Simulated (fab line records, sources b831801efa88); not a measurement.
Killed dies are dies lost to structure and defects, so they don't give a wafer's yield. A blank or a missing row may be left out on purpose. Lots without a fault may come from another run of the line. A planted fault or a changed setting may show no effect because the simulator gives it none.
fab line records | flow sky130
record lots=6 wafers=18 last_day=50
route steps=708 shown VT_ADJUST_PCH@153 SONOS_TUNNEL@154 PAD_OPEN@708
lots that met no fault: from a run of the same line without faults
start_h: hours from the record's first day to the start of the lot's first wafer shown | wait_h: hours since the lot's step before | " the same as in the row above | L1.1+2: a row that stands for several wafers | - no value, or no start given | * or withheld: withheld | < > ~ a bound
route shown NAME@n: a module of which the file shows steps, and the number in the route of the first | usual: mean/standard deviation of fault-free wafers | same: alike in all rows | chamber/n: place in a boat | sites: the reading at each site | _std_site: their standard deviation | _edge_site: outer sites' mean less inner sites' | radius_mm: how far each site lies from the wafer's centre | mask NAME#n: copy n | behind: the tool/chamber that last shaped the wafer | hold: why the lot was held/for how many hours/how that ended | device: the transistor (n, p or np) that didn't switch | end of line: the same wafers' tests at the end of the route | a step without rows: its recipe alone | killed: dies lost to structure and defects at the first sort, not the wafer's yield | map: a wafer's dies, x killed, . not, _ none there
set.NAME: the setting as run; set.NAME@STEP: as run at that earlier step | model.NAME: the simulator's own value behind a step, which no gauge read
lots at some steps of the route; a table a step, a row a wafer
## steps
# step SKY_VT_ADJUST_PCH_TW_MEAS_10
# usual VT_ADJUST_PCH_TW=144.7/1.5
# columns lot.wafer tool chamber start_h wait_h VT_ADJUST_PCH_TW
L511.2 film_metro-01 - 239.01 0.1 145.3
L511.5 " - " " 145.7
L511.6 " - " " 144.5
L520.2 film_metro-01 - 310.55 0.1 145.5
L520.4 " - " " 145.9
L520.5 " - " " 145.6
L524.2 film_metro-04 - 343.66 0.1 141.8
L524.4 " - " " 141.9
L524.5 " - " " 142.9
L525.1 film_metro-02 - 347.80 0.1 144.9
L525.2 " - " " 144.1
L525.6 " - " " 143.9
L528.2 film_metro-02 - 375.01 0.1 144.5
L528.4 " - " " 143.5
L528.5 " - " " 143.8
L532.1 film_metro-01 - 418.61 0.1 145.0
L532.4 " - " " 145.6
L532.6 " - " " 146.3
# step SKY_SONOS_TUNNEL_DEHYDRATE_00
# recipe temp_c=200 time_s=60
# step SKY_SONOS_TUNNEL_HMDS_01
# recipe prime_time_s=60 prime_temp_c=120
# step SKY_SONOS_TUNNEL_COAT_02
# recipe resist=NOVOLAK spin_rpm=3000 resist_thk_nm=1140
# step SKY_SONOS_TUNNEL_SOFTBAKE_03
# recipe temp_c=90 time_s=60 resist=NOVOLAK
# step SKY_SONOS_TUNNEL_EXPOSE_04
# recipe mask_id=TUNM na=0.6 source_shape=conventional sigma_outer=0.6 polarization=unpolarized target_cd_nm=410 dose_mj=136
# step SKY_SONOS_TUNNEL_PEB_05
# recipe temp_c=withheld time_s=* resist=NOVOLAK
# step SKY_SONOS_TUNNEL_DEVELOP_06
# recipe resist=NOVOLAK developer=TMAH develop_time_s=60 dev_temp_c=23
# step SKY_SONOS_TUNNEL_CD_MEAS_07
# recipe target_cd_nm=410
# usual cd_nm=410.0/2.3
# columns lot.wafer tool chamber start_h wait_h cd_nm
L511.2 cd_sem-02 - 262.23 0.1 408.3
L511.5 " - " " 409.2
L511.6 " - " " 408.3
L520.2 cd_sem-02 - 336.03 0.1 413.0
L520.4 " - " " 415.0
L520.5 " - " " 413.9
L524.2 cd_sem-01 - 370.92 0.1 410.8
L524.4 " - " " 408.3
L524.5 " - " " 408.3
L525.1 cd_sem-01 - 375.01 0.1 406.2
L525.2 " - " " 406.2
L525.6 " - " " 408.5
L528.2 cd_sem-02 - 402.58 0.1 414.7
L528.4 " - " " 411.1
L528.5 " - " " 414.5
L532.1 cd_sem-02 - 448.95 0.1 408.3
L532.4 " - " " 408.6
L532.6 " - " " 408.0
# step SKY_SONOS_TUNNEL_OVL_MEAS_08
# usual SONOS_TUNNEL_OVL=0.2/1.3
# columns lot.wafer tool chamber start_h wait_h SONOS_TUNNEL_OVL[nm]
L511.2 overlay-02 - 262.34 0.1 0.7
L511.5 " - " " -0.5
L511.6 " - " " 1.8
L520.2 overlay-02 - 336.14 0.1 4.0
L520.4 " - " " 1.6
L520.5 " - " " 1.8
L524.2 overlay-01 - 371.03 0.1 -2.3
L524.4 " - " " -0.1
L524.5 " - " " -1.0
L525.1 overlay-01 - 375.13 0.1 -0.3
L525.2 " - " " -0.1
L525.6 " - " " 0.2
L528.2 overlay-01 - 402.68 0.1 -1.0
L528.4 " - " " 0.2
L528.5 " - " " -0.1
L532.1 overlay-01 - 449.07 0.1 -1.7
L532.4 " - " " -3.5
L532.6 " - " " -2.2
# step SKY_SONOS_TUNNEL_IMPLANT_09
# recipe species=B energy_kev=20 dose_cm2=1e+12 tilt_deg=withheld
# step SKY_SONOS_TUNNEL_WET_ETCH_10
# recipe chemistry=dHF target_depth_nm=14 target=SiO2 dilution=100:1 temp_c=25 time_s=280
# step SKY_SONOS_TUNNEL_STRIP_11
# recipe chemistry=SPM time_s=600 temp_c=130
# usual bath_guard_temp_C=129.9/0.44 bath_heat_duty_pct=15.8/2 temp_c=129.98/0.17
# columns lot.wafer tool chamber start_h wait_h bath_guard_temp_C bath_heat_duty_pct temp_c model.NOVOLAK_of_SONOS_TUNNEL_COAT_02.thk_nm
L511.2 wet_bench-01 2 262.61 0.0 129.4 15.8 130.10 0
L511.5 " 2 " " 129.1 16.2 130.31 0
L511.6 " 2 " " 128.8 17.0 130.48 0
L520.2 wet_bench-03 3 336.41 0.0 129.6 20.7 130.07 0
L520.4 " 3 " " 129.8 16.4 130.00 0
L520.5 " 3 " " 129.9 19.8 129.90 0
L524.2 wet_bench-03 2 371.29 0.0 - - - 1144
L524.4 " 2 " " - - - 1145
L524.5 " 2 " " - - - 1139
L525.1 wet_bench-01 1 375.41 0.0 - - - 1141
L525.2 " 1 " " - - - 1136
L525.6 " 1 " " - - - 1134
L528.2 wet_bench-01 0 402.95 0.0 130.3 13.5 130.20 0
L528.4 " 0 " " 130.3 12.8 130.23 0
L528.5 " 0 " " 130.2 13.5 130.12 0
L532.1 wet_bench-03 3 449.34 0.0 129.9 17.7 130.27 0
L532.4 " 3 " " 130.1 18.3 130.07 0
L532.6 " 3 " " 130.3 17.9 130.05 0
# step SKY_SONOS_TUNNEL_TW_MEAS_12
# usual SONOS_TUNNEL_TW=200.2/2.2
# columns lot.wafer tool chamber start_h wait_h SONOS_TUNNEL_TW
L511.2 film_metro-02 - 262.81 0.0 200.5
L511.5 " - " " 198.9
L511.6 " - " " 200.3
L520.2 film_metro-02 - 336.59 0.0 199.6
L520.4 " - " " 200.1
L520.5 " - " " 199.4
L524.2 film_metro-01 - 371.48 0.0 201.8
L524.4 " - " " 201.7
L524.5 " - " " 201.5
L525.1 film_metro-03 - 375.59 0.0 196.1
L525.2 " - " " 196.4
L525.6 " - " " 194.7
L528.2 film_metro-02 - 403.15 0.0 199.3
L528.4 " - " " 199.8
L528.5 " - " " 198.9
L532.1 film_metro-03 - 449.54 0.0 196.4
L532.4 " - " " 196.6
L532.6 " - " " 195.5
# step SKY_PAD_OPEN_PROBE_99
# usual killed_at_M0_to_M3=42/6.6 killed_at_M4_up=3.1/1.9 killed_at_contacts=24/5.6 killed_at_front_end=15/4.8 killed_at_other=0.3/0.48 killed_dies=84/10 killed_on_rim=16/3.9 killed_open=47/6.8 killed_short=37/6.8
# same gross_dies=492 killed_at_back_side=0
# columns lot.wafer tool chamber start_h wait_h killed_at_M0_to_M3 killed_at_M4_up killed_at_contacts killed_at_front_end killed_at_other killed_dies killed_on_rim killed_open killed_short
L524.2 prober-02 - 1168.17 0.1 49 4 22 417 0 492 96 42 39
L524.4 prober-02 - 1168.27 0.2 37 3 15 437 0 492 96 43 30
L524.5 prober-02 - 1168.32 0.2 50 4 23 414 1 492 96 56 39
L525.1 prober-01 - 1168.49 0.1 49 3 27 413 0 492 96 56 35
L525.2 prober-01 - 1168.54 0.1 40 1 38 413 0 492 96 49 42
L525.6 prober-01 - 1168.74 0.2 37 2 30 423 0 492 96 43 37
# killed by level:class
L524.2 SONOS_ONO:area_oxidation=411 CONTACT:geometric_particle:open=11 VIA1:geometric_particle:open=10 VIA1:geometric_particle:short=8 METAL2:geometric_particle:short=6 VIA2:geometric_particle:open=6 VIA3:geometric_particle:short=6 CONTACT:geometric_particle:short=5
L524.4 SONOS_ONO:area_oxidation=419 VIA1:geometric_particle:open=12 FIELD_ISO:geometric_particle:short=5 METAL2:geometric_particle:short=5 VIA3:geometric_particle:open=5 LI_CONTACT:geometric_particle:open=4 CONTACT:geometric_particle:open=4 VIA2:geometric_particle:open=4
L524.5 SONOS_ONO:area_oxidation=397 VIA1:geometric_particle:open=13 VIA3:geometric_particle:open=13 LI_CONTACT:geometric_particle:open=8 CONTACT:geometric_particle:open=5 VIA1:geometric_particle:short=5 VIA3:geometric_particle:short=5 FIELD_ISO:geometric_particle:short=4
L525.1 SONOS_ONO:area_oxidation=401 VIA1:geometric_particle:open=16 CONTACT:geometric_particle:open=14 VIA3:geometric_particle:open=7 CONTACT:geometric_particle:short=6 METAL1:geometric_particle:short=6 VIA2:geometric_particle:open=6 LI_CONTACT:geometric_particle:open=4
L525.2 SONOS_ONO:area_oxidation=401 CONTACT:geometric_particle:open=15 VIA1:geometric_particle:open=13 LI_CONTACT:geometric_particle:open=9 CONTACT:geometric_particle:short=6 METAL2:geometric_particle:short=6 LOCAL_INTERCONNECT:geometric_particle:short=5 VIA2:geometric_particle:open=5
L525.6 SONOS_ONO:area_oxidation=412 CONTACT:geometric_particle:open=12 VIA1:geometric_particle:open=10 LI_CONTACT:geometric_particle:open=9 METAL2:geometric_particle:short=6 LOCAL_INTERCONNECT:geometric_particle:short=5 METAL1:geometric_particle:short=4 VIA1:geometric_particle:short=4
# map L524.2 (x killed, . not)
__________xxxxxxxxxx_________
________xxxxxxxxxxxxxx_______
______xxxxxxxxxxxxxxxxxx_____
_____xxxxxxxxxxxxxxxxxxxx____
____xxxxxxxxxxxxxxxxxxxxxx___
___xxxxxxxxxxxxxxxxxxxxxxxx__
__xxxxxxxxxxxxxxxxxxxxxxxxxx_
_xxxxxxxxxxxxxxxxxxxxxxxxxxxx
_xxxxxxxxxxxxxxxxxxxxxxxxxxxx
_xxxxxxxxxxxxxxxxxxxxxxxxxxxx
_xxxxxxxxxxxxxxxxxxxxxxxxxxxx
_xxxxxxxxxxxxxxxxxxxxxxxxxxxx
_xxxxxxxxxxxxxxxxxxxxxxxxxxxx
_xxxxxxxxxxxxxxxxxxxxxxxxxxxx
_xxxxxxxxxxxxxxxxxxxxxxxxxxxx
__xxxxxxxxxxxxxxxxxxxxxxxxxx_
___xxxxxxxxxxxxxxxxxxxxxxxx__
____xxxxxxxxxxxxxxxxxxxxxx___
_____xxxxxxxxxxxxxxxxxxxx____
______xxxxxxxxxxxxxxxxxx_____
________xxxxxxxxxxxxxx_______
__________xxxxxxxxxx_________
# map L525.1 (x killed, . not)
__________xxxxxxxxxx_________
________xxxxxxxxxxxxxx_______
______xxxxxxxxxxxxxxxxxx_____
_____xxxxxxxxxxxxxxxxxxxx____
____xxxxxxxxxxxxxxxxxxxxxx___
___xxxxxxxxxxxxxxxxxxxxxxxx__
__xxxxxxxxxxxxxxxxxxxxxxxxxx_
_xxxxxxxxxxxxxxxxxxxxxxxxxxxx
_xxxxxxxxxxxxxxxxxxxxxxxxxxxx
_xxxxxxxxxxxxxxxxxxxxxxxxxxxx
_xxxxxxxxxxxxxxxxxxxxxxxxxxxx
_xxxxxxxxxxxxxxxxxxxxxxxxxxxx
_xxxxxxxxxxxxxxxxxxxxxxxxxxxx
_xxxxxxxxxxxxxxxxxxxxxxxxxxxx
_xxxxxxxxxxxxxxxxxxxxxxxxxxxx
__xxxxxxxxxxxxxxxxxxxxxxxxxx_
___xxxxxxxxxxxxxxxxxxxxxxxx__
____xxxxxxxxxxxxxxxxxxxxxx___
_____xxxxxxxxxxxxxxxxxxxx____
______xxxxxxxxxxxxxxxxxx_____
________xxxxxxxxxxxxxx_______
__________xxxxxxxxxx_________
## key
first_sign step=SKY_SONOS_TUNNEL_STRIP_11 reading=tool_record direction=missing
effect step=SKY_PAD_OPEN_PROBE_99 reading=killed_at_front_end direction=up sigmas=84 usual=15 struck=420
model_effect step=SKY_SONOS_TUNNEL_STRIP_11 value=NOVOLAK_of_SONOS_TUNNEL_COAT_02.thk_nm without=0 struck=1140
more_kills_born_at SKY_SONOS_ONO_OXIDATION_00@furnace-02=2441
met_at SKY_SONOS_TUNNEL_STRIP_11
struck_wafers L524.2,L524.4,L524.5,L525.1,L525.2,L525.6
later_rows_left_out L524.2,L524.4,L524.5,L525.1,L525.2,L525.6
tester_left_out L524,L525
onset_between 336.41 371.29
fault kind=skipped_step_whole tool=wet_bench-01,wet_bench-03 chamber=- onset_h=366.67 steps=SKY_SONOS_TUNNEL_STRIP_11 scope=struck_lots_only
# tester_left_out: of these lots the tester's yield and bins aren't shown, on N5 and GAA mostly nor the transistor test; their killed dies are dies lost to structure and defects alone, not to doping, threshold or leakage, so they don't give the yield
# later_rows_left_out: the simulator's readings of these wafers behind a module that went badly wrong aren't trusted and aren't shown, but for the sort
